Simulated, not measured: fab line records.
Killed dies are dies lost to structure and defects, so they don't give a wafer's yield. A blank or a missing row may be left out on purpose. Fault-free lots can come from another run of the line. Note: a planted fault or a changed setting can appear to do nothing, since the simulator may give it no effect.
A lot that was struck, set against a sound lot    flow sky130    44 out of 708 route steps
Sound: these wafers, L111.2, L111.4, L111.5. Struck: wafer L122.5 (left out: L122.1, L122.6 of the same lot, which were not struck); the cause appears at the end.
Each step with rows lists, per side, the tool, then ch with its chambers, then its first start. Under that, the readings that differ: sound wafers    struck wafers    difference of the means    sigmas: that difference in standard deviations of wafers without a fault.
alike: readings with means less than 2 such deviations apart, plus words and numbers identical on both sides. not compared: withheld readings, readings lacking a value on some wafer, bounds such as >300 that could conceal the same value, and numbers that have no deviation in the record and whose values overlap.
The two part at a step that has a row with sigmas, a row that says differs or no value, or rows on one side only. When numbers do not overlap yet have no deviation, they are printed without sigmas and do not part them. Lack of a reading on every wafer of one side parts them only where that side has two or more wafers.

SKY_METAL3_CD_MEAS_13: target cd 300 nm.
  sound on cd-sem-02, day 38 16:56; struck on cd-sem-01, day 42 15:16
  alike: cd-nm
SKY_METAL3_OVL_MEAS_14:
  sound on overlay-01, day 38 17:02; struck on overlay-02, day 42 15:23
  alike: METAL3_OVL
then, 2 steps without rows for these wafers: SKY_METAL3_DESCUM_15 (chemistry O2, time 8 s); SKY_METAL3_ETCH_16 (etches BARC in N2/H2, stops on SiO2, time 88.2 s, target depth 60 nm).
SKY_METAL3_ETCH_17: etches SiO2 in C4F8/O2/Ar, stops on TiN, time 3.9 s, target depth 15 nm.
  sound on rie-diel-04 ch 0,1,2, day 38 17:11; struck on rie-diel-01 ch 2, day 42 15:32
  alike: oes-product-au
  not compared: rf-hours-counter-h
SKY_METAL3_METAL_ETCH_18: etches the open film in Cl2/BCl3, stops on SiO2, target depth 845 nm, time 183.1 s.
  sound on rie-metal-03 ch 0,1, day 38 17:13; struck on rie-metal-04 ch 0, day 42 15:34
  alike: drypump-motor-current-A, oes-product-au, throttle-valve-pct
  not compared: rf-hours-counter-h
then, 5 steps without rows for these wafers: SKY_METAL3_STRIP_19 (strips in O2/N2); SKY_METAL3_STRIP_20 (strips in post etch residue remover, time 1200 s); SKY_METAL3_CLEAN_21 (cleans in IPA, time 180 s); SKY_METAL3_CLEAN_22 (cleans in O3/DIW); SKY_VIA3_HDPCVD_00 (deposits SiO2, target thk 1635 nm, time 272.5 s).
SKY_VIA3_THK_MEAS_01:
  sound on film-metro-01, day 38 18:10; struck on film-metro-02, day 42 16:30
reading               sound           struck  difference  sigmas
VIA3_HDPCVD_THK (nm)  1622 1611 1603  1661    +49         +2
SKY_VIA3_CMP_02: polishes SiO2.
  sound on cmp-02 ch 0,1,3, day 38 18:19; struck on cmp-02 ch 3, day 42 16:37
reading                                   sound              struck  difference  sigmas
model.SiO2_of_VIA3_HDPCVD_00.thk-nm (nm)  466.4 461.2 464.7  417.6   -46.5       
  alike: motor-current-A
SKY_VIA3_BOW_MEAS_03:
  sound on film-metro-02, day 38 18:32; struck on film-metro-02, day 42 16:52
  alike: VIA3_BOW
then, 8 steps without rows for these wafers: SKY_VIA3_DEHYDRATE_04 (time 60 s); SKY_VIA3_HMDS_05 (prime time 60 s); SKY_VIA3_COAT_06 (resist thk 60 nm); SKY_VIA3_COAT_07 (resist thk 450 nm); SKY_VIA3_SOFTBAKE_08 (time 90 s); SKY_VIA3_EXPOSE_09 (exposes mask VIM3, target cd 200 nm); SKY_VIA3_PEB_10; SKY_VIA3_DEVELOP_11 (develop time 60 s).
SKY_VIA3_CD_MEAS_12: target cd 200 nm.
  sound on cd-sem-02, day 39 19:21; struck on cd-sem-02, day 43 15:21
  alike: cd-nm
SKY_VIA3_OVL_MEAS_13:
  sound on overlay-02, day 39 19:28; struck on overlay-02, day 43 15:28
  alike: VIA3_OVL
then, 1 step without rows for these wafers: SKY_VIA3_ETCH_14 (etches BARC in N2/H2, stops on SiO2, time 45.9 s, target depth 60 nm).
SKY_VIA3_ETCH_15: etches SiO2 in C4F8/O2/Ar, stops on TiN, target depth 507 nm, time 78 s.
  sound on rie-diel-02 ch 0,2, day 39 19:32; struck on rie-diel-03 ch 2, day 43 15:33
reading                           sound              struck  difference  sigmas
oes-product-au (a.u.)             0.948 0.941 0.941  0.893   -0.050      -10
model.etch.depth-nm (nm)          466.4 461.2 464.7  417.6   -46.5       
model.VIA3.feature-depth-nm (nm)  466.4 461.2 464.7  417.6   -46.5       
  not compared: rf-hours-counter-h
then, 6 steps without rows for these wafers: SKY_VIA3_STRIP_16 (strips in O2/N2); SKY_VIA3_STRIP_17 (strips in post etch residue remover, time 1200 s); SKY_VIA3_CLEAN_18 (cleans in IPA, time 180 s); SKY_VIA3_CLEAN_19 (cleans in O3/DIW); SKY_VIA3_SPUTTER_20 (material TiN, target thk 20 nm, time 80 s); SKY_VIA3_CVD_21 (deposits W, target thk 390 nm, time 117.31 s).
SKY_VIA3_RS_MEAS_22: measures by four-point-probe.
  sound on film-metro-03, day 39 20:23; struck on film-metro-02, day 43 16:23
  alike: VIA3_W_RS
SKY_VIA3_THK_MEAS_23: measures by xrf.
  sound on film-metro-03, day 39 20:30; struck on film-metro-02, day 43 16:31
  alike: VIA3_W_THK
SKY_VIA3_CMP_24: polishes, stops on SiO2, t overpolish 20 s, target thk 0 nm.
  sound on cmp-01 ch 1,2, day 39 20:36; struck on cmp-01 ch 2, day 43 16:34
  alike: motor-current-A
then, 3 steps without rows for these wafers: SKY_METAL4_SPUTTER_00 (material Ti, target thk 15 nm, time 10 s); SKY_METAL4_SPUTTER_01 (material TiN, target thk 20 nm, time 16.7 s); SKY_METAL4_SPUTTER_02 (material AlCu, target thk 735 nm, time 39.1 s).
SKY_METAL4_SPUTTER_03: material Ti, target thk 5 nm, time 3.3 s.
  sound on pvd-sputter-02, day 39 20:56; struck on pvd-sputter-04, day 43 16:57
  alike: throttle-valve-pct
then, 1 step without rows for these wafers: SKY_METAL4_SPUTTER_04 (material TiN, target thk 70 nm, time 58.3 s).
SKY_CAP2M_CVD_00: deposits SiO2, target thk 15.5 nm.
  sound on pecvd-04 ch 0,2, day 39 21:00; struck on pecvd-01 ch 2, day 43 17:01
  alike: heater-power-w
SKY_CAP2M_THK_MEAS_01:
  sound on film-metro-02, day 39 21:02; struck on film-metro-03, day 43 17:02
  alike: CAP2M_CVD_00_THK
SKY_METAL4_METAL_ETCH_18: etches the open film in Cl2/BCl3, stops on SiO2, target depth 845 nm, time 183.1 s.
  sound on rie-metal-03 ch 0, day 41 22:47; struck on rie-metal-04 ch 0, day 45 14:08
reading                                   sound              struck  difference  sigmas
model.SiO2_of_VIA3_HDPCVD_00.thk-nm (nm)  435.8 430.5 433.9  387.9   -45.5       
  alike: drypump-motor-current-A, oes-product-au, throttle-valve-pct
  not compared: rf-hours-counter-h
-- the record jumps here: 4 days lie between the struck wafers' starts before and after (it left off in module METAL4 and takes up again in module PAD_OPEN, whose first step shown is number 708 of the route) --
SKY_PAD_OPEN_PROBE_99:
  the record has rows for the struck wafers here (prober-01, day 49 02:46) and none for the sound ones

## WHERE THEY PART
Last at SKY_PAD_OPEN_PROBE_99 as far as this record goes, first at SKY_VIA3_THK_MEAS_01.

WHY: what the simulator had put in
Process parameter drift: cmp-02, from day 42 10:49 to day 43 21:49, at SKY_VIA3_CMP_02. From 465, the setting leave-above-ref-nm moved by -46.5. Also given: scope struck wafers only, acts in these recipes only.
